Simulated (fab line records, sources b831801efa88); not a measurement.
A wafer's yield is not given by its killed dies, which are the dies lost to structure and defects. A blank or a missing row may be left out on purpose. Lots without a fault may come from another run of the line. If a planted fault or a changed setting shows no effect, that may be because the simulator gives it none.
Split-lot study + flow sky130 + 5 lots, 23 wafers read, on a route of 708 steps

## THE SPLIT
At SKY_LDD_N_IMPLANT_09, the setting energy kev was moved away from the recipe's 20 on 9 of the 23 wafers read, by -4.3% to +5.2%. The other wafers ran this setting at the recipe's value.

The split's own step is where the reading is taken.

## THE READING
In nm, at SKY_LDD_N_IMPLANT_09: implant.drp nm, which is the simulator's own figure and was read by no gauge. No usual value for it is given in the file.

| wafer  | tool, chamber at the split | energy kev as run | against the recipe | implant.drp nm, nm | against lot-mates on the recipe |
|--------|----------------------------|-------------------|--------------------|--------------------|---------------------------------|
| L077.1 | implanter-02, 0            | 20                | recipe             | 7.212              | -                               |
| L077.2 | implanter-02, 0            | 20                | recipe             | 7.212              | -                               |
| L077.3 | implanter-02, 0            | 20                | recipe             | 7.212              | -                               |
| L077.4 | implanter-02, 0            | 19.68             | -1.6%              | 7.131              | -0.081                          |
| L077.6 | implanter-02, 0            | 19.68             | -1.6%              | 7.131              | -0.081                          |
| L078.2 | implanter-02, 0            | 19.21             | -3.9%              | 7.013              | -0.199                          |
| L078.3 | implanter-02, 0            | 19.21             | -3.9%              | 7.013              | -0.199                          |
| L078.4 | implanter-02, 0            | 19.21             | -3.9%              | 7.013              | -0.199                          |
| L078.5 | implanter-02, 0            | 20                | recipe             | 7.212              | -                               |
| L078.6 | implanter-02, 0            | 20                | recipe             | 7.212              | -                               |
| L080.2 | implanter-04, 0            | 20                | recipe             | 7.212              | -                               |
| L080.4 | implanter-04, 0            | 20                | recipe             | 7.212              | -                               |
| L080.5 | implanter-04, 0            | 20                | recipe             | 7.212              | -                               |
| L083.1 | implanter-01, 0            | 20                | recipe             | 7.212              | -                               |
| L083.2 | implanter-01, 0            | 20                | recipe             | 7.212              | -                               |
| L083.5 | implanter-01, 0            | 20                | recipe             | 7.212              | -                               |
| L083.3 | implanter-01, 0            | 19.15             | -4.3%              | 6.998              | -0.214                          |
| L083.4 | implanter-01, 0            | 19.15             | -4.3%              | 6.998              | -0.214                          |
| L084.1 | implanter-02, 0            | 21.04             | +5.2%              | 7.47               | +0.258                          |
| L084.4 | implanter-02, 0            | 21.04             | +5.2%              | 7.47               | +0.258                          |
| L084.2 | implanter-02, 0            | 20                | recipe             | 7.212              | -                               |
| L084.3 | implanter-02, 0            | 20                | recipe             | 7.212              | -                               |
| L084.6 | implanter-02, 0            | 20                | recipe             | 7.212              | -                               |

FIT RESULTS
A straight line over all 23 wafers: implant.drp nm changes by +0.05 nm for each +1% of energy kev; r = +1.00; the points scatter about the line by 0.00079 nm.
The same after taking each lot's own level away (the mean of its wafers on the recipe; 23 wafers): +0.05 nm for each +1%; r = +1.00; scatter 0.00079 nm.
That fit puts the effect of the largest move of energy kev on the reading at 0.26 nm.
The lots' own levels span 7.2120 to 7.2120 nm.
So the lot-to-lot level changes the slope little: the two slopes agree.
Check: +0.26 nm against its lot-mates is what the line predicts for one of the wafers moved furthest among these (+5.2%) when that wafer is left out of the fit. It came out at +0.258 nm against them.

## OTHER SPLITS ON THESE WAFERS
Before the reading, these wafers also passed through other splits. Each is held against what the fit with the lots' levels taken away leaves over:
| other split on the same wafers          | wafers away from the commonest value | r with implant.drp nm (lot level and that fit taken away) |
|-----------------------------------------|--------------------------------------|-----------------------------------------------------------|
| SKY_SONOS_ONO_CVD_04 temp c             | 18                                   | -0.04                                                     |
| SKY_GATE_OXIDE_COAT_05 spin rpm         | 8                                    | +0.04                                                     |
| SKY_GATE_OXIDE_DEVELOP_09 dev temp c    | 8                                    | +0.21                                                     |
| SKY_RES_PROTECT_COAT_02 spin rpm        | 11                                   | +0.08                                                     |
| SKY_POLY_GATE_IMPLANT_02 dose cm2       | 8                                    | -0.07                                                     |
| SKY_POLY_GATE_COAT_08 spin rpm          | 6                                    | +0.31                                                     |
| SKY_POLY_GATE_DEVELOP_12 develop time s | 5                                    | -0.41                                                     |

## THE WHOLE CHAIN: every reading that the file lists as answering this split, in the file's order
| step                 | what it does | reading                                                         | change (the file's fit)               | r (the file's) |
|----------------------|--------------|-----------------------------------------------------------------|---------------------------------------|----------------|
| SKY_LDD_N_IMPLANT_09 |              | implant.rp nm (the simulator's own value, which no gauge read)  | +0.114 nm for each +1% of the setting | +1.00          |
| SKY_LDD_N_IMPLANT_09 |              | implant.drp nm (the simulator's own value, which no gauge read) | +0.05 nm for each +1% of the setting  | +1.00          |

## THE FILE'S OWN FIT
implant.drp nm changes by +0.05 nm for each +1% of energy kev, r = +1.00.
